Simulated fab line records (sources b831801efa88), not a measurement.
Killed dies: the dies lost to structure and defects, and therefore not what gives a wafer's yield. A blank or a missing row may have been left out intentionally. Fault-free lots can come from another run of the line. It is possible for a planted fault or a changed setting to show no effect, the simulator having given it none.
Struck lot and sound lot, side by side :: flow sfq_line :: 31 out of 325 route steps
Sound: wafers L813.1, L813.5, L813.6. Struck: wafers L832.1, L832.5. (L832.4 of the same lot was not struck and is left out.) The cause comes at the end.
At each step with rows: each side's tool, then ch and its chambers, then its first start. Under that, the readings that differ: sound wafers :: struck wafers :: difference of the means :: sigmas: that difference in standard deviations of wafers without a fault.
alike: same words and numbers on both sides, and readings whose means sit less than 2 such deviations apart. not compared: any withheld reading, any reading some wafer has no value for, any bound like >300 that may hide the same value, and any number with overlapping values for which the record gives no deviation.
Wherever a step has rows on one side only, a row that says differs or no value, or a row with sigmas, the two part there. Numbers that don't overlap but have no deviation are shown without sigmas and don't part them. A reading that every wafer of one side lacks parts them only if that side has two wafers or more.

SFQ_INCOMING_BOW_MEAS_900:
  sound: film_metro-02 at day 1 15:00; struck: film_metro-03 at day 5 14:00
  alike: INCOMING_BOW
then, 1 step without rows for these wafers: SFQ_TRILAYER_INCOMING_OXIDATION_002 (target thk 500 nm, ox time 4939 s).
SFQ_TRILAYER_L0_DEP_SPUTTER_003: material MoNx KI, target thk 40 nm, time 100 s.
  sound: pvd_sputter-04 at day 1 17:29; struck: pvd_sputter-04 at day 5 16:29
reading: cathode_dc_power_W (W)
sound: 800.02 799.89 799.90
struck: 901.53 901.70
difference: +101.68
sigmas: +99 or more

reading: model.MoNx_KI_of_TRILAYER_L0_DEP_SPUTTER_003.thk_nm (nm)
sound: 39.92 39.71 39.22
struck: 44.47 44.52
difference: +4.88
sigmas: 
  alike: base_pressure_pa, throttle_valve_pct
SFQ_L0_RS_MEAS_901: measures by four-point-probe.
  sound: film_metro-02 at day 1 17:34; struck: film_metro-04 at day 5 16:51
reading: L0_MONX_KI_RS (ohm/sq)
sound: 43.7 43.9 44.4
struck: 39.1 39.0
difference: -5.0
sigmas: -10
  not compared: hold
SFQ_L0_THK_MEAS_902: measures by xrf.
  sound: film_metro-02 at day 1 17:41; struck: film_metro-04 at day 5 19:49
reading: L0_MONX_KI_THK (nm)
sound: 40.1 40.1 39.4
struck: 44.5 44.4
difference: +4.6
sigmas: +9
  not compared: hold
then, 5 steps without rows for these wafers: SFQ_TRILAYER_L0_LITHO_COAT_005 (resist thk 600 nm); SFQ_TRILAYER_L0_LITHO_SOFTBAKE_009; SFQ_TRILAYER_L0_LITHO_EXPOSE_006 (exposes mask L0, target cd 2000 nm); SFQ_TRILAYER_L0_LITHO_PEB_008 (peb time 60 s); SFQ_TRILAYER_L0_LITHO_DEVELOP_007 (time 60 s).
-- the record jumps here: 3 days lie between the struck wafers' starts before and after --
SFQ_TRILAYER_L0_BARC_OPEN_METAL_ETCH_010: etches BARC in O2, target depth 125 nm, time 41.7 s.
  sound on rie_metal-02 ch 0,1, day 4 10:58; struck on rie_metal-04 ch 1, day 8 22:55
  alike: drypump_motor_current_A, oes_product_au
  not compared: rf_hours_counter_h
SFQ_TRILAYER_L0_ETCH_METAL_ETCH_008: etches MoNx KI in SF6/O2, stops on SiO2, target depth 50 nm, time 25 s.
  sound on rie_metal-02 ch 0,1, day 4 11:02; struck on rie_metal-04 ch 1, day 8 22:59
reading: oes_product_au (a.u.)
sound: 0.874 0.875 0.869
struck: 0.930 0.926
difference: +0.055
sigmas: +8
  alike: drypump_motor_current_A
  not compared: rf_hours_counter_h
SFQ_TRILAYER_L0_STRIP_STRIP_009: strips in O2.
  sound on rie_metal-02 ch 0,1, day 4 11:05; struck on rie_metal-04 ch 1, day 8 23:02
  alike: drypump_motor_current_A, oes_product_au, platen_temp_c
  not compared: rf_hours_counter_h
then, 1 step without rows for these wafers: SFQ_TRILAYER_L0_STRIP_SOLV_CLEAN_010 (cleans in NMP, time 600 s).
SFQ_TRILAYER_L0_CAP_PECVD_011: deposits SiO2 from SiH4/N2O, time 13.333 s, target thk 60 nm.
  sound on pecvd-01 ch 0,2, day 4 11:51; struck on pecvd-01 ch 0, day 8 23:59
  alike: heater_power_w, showerhead_vpp_V, throttle_valve_pct
then, 6 steps without rows for these wafers: SFQ_TRILAYER_L0_VIA_LITHO_COAT_018 (resist thk 62 nm); SFQ_TRILAYER_L0_VIA_LITHO_COAT_013 (resist thk 650 nm); SFQ_TRILAYER_L0_VIA_LITHO_SOFTBAKE_017; SFQ_TRILAYER_L0_VIA_LITHO_EXPOSE_014 (exposes mask L0V, target cd 700 nm); SFQ_TRILAYER_L0_VIA_LITHO_PEB_016 (peb time 60 s); SFQ_TRILAYER_L0_VIA_LITHO_DEVELOP_015 (time 60 s).
-- the record jumps here: 4 days lie between the struck wafers' starts before and after --
SFQ_L0V_OVL_MEAS_903:
  sound: overlay-02 at day 7 12:55; struck: overlay-02 at day 13 00:57
  alike: L0V_OVL
then, 1 step without rows for these wafers: SFQ_TRILAYER_L0_VIA_BARC_OPEN_VIA_ETCH_021 (etches BARC in O2, target depth 125 nm, time 41.7 s).
SFQ_TRILAYER_L0_VIA_ETCH_VIA_ETCH_016: etches SiO2 in CHF3, stops on MoNx KI, target depth 80 nm.
  sound on rie_diel-03 ch 2,3, day 7 13:00; struck on rie_diel-01 ch 1,2, day 13 01:01
  alike: drypump_motor_current_A, oes_product_au
then, 3 steps without rows for these wafers: SFQ_TRILAYER_L0_VIA_STRIP_STRIP_017 (strips in O2); SFQ_TRILAYER_L0_VIA_STRIP_SOLV_CLEAN_018 (cleans in NMP, time 600 s); SFQ_TRILAYER_M0_DEP_PRE_CLEAN_020 (time 15 s).
SFQ_TRILAYER_M0_DEP_SPUTTER_019: material Nb, target thk 200 nm, time 137.7 s.
  sound: pvd_sputter-04 at day 7 13:51; struck: pvd_sputter-05 at day 13 01:52
  alike: base_pressure_pa, cathode_dc_power_W, throttle_valve_pct
SFQ_M0_RS_MEAS_904: measures by four-point-probe.
  sound: film_metro-01 at day 7 13:56; struck: film_metro-01 at day 13 01:58
  alike: M0_NB_RS
then, 1 step without rows for these wafers: SFQ_TRILAYER_M0_LITHO_COAT_026 (resist thk 62 nm).
-- the record jumps here: 72 days lie between the struck wafers' starts before and after --
SFQ_M8_BOW_MEAS_951:
  sound: film_metro-03 at day 79 20:33; struck: film_metro-01 at day 85 07:13
reading: model.etest.l0v.link_ohm
sound: 44.52 44.73 45.28
struck: 40.04 40
difference: -4.82
sigmas: 

reading: model.etest.l0.ohm_sq
sound: 43.61 43.83 44.38
struck: 39.14 39.1
difference: -4.82
sigmas: 

reading: model.etest.l0.ohm_um
sound: 21.81 21.93 22.2
struck: 19.57 19.55
difference: -2.42
sigmas: 
  alike: M8_BOW

WHERE THEY PART
Earliest at SFQ_TRILAYER_L0_DEP_SPUTTER_003; latest, in this record, at SFQ_TRILAYER_L0_ETCH_METAL_ETCH_008. Later steps at which nothing parts them and some readings are alike: SFQ_TRILAYER_L0_STRIP_STRIP_009, SFQ_TRILAYER_L0_CAP_PECVD_011, SFQ_L0V_OVL_MEAS_903, SFQ_TRILAYER_L0_VIA_ETCH_VIA_ETCH_016, SFQ_TRILAYER_M0_DEP_SPUTTER_019, SFQ_M0_RS_MEAS_904, SFQ_M8_BOW_MEAS_951.

WHY: what had been put in by the simulator
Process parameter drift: pvd_sputter-04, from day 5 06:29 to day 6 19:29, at SFQ_TRILAYER_L0_DEP_SPUTTER_003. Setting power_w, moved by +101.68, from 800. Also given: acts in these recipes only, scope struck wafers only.
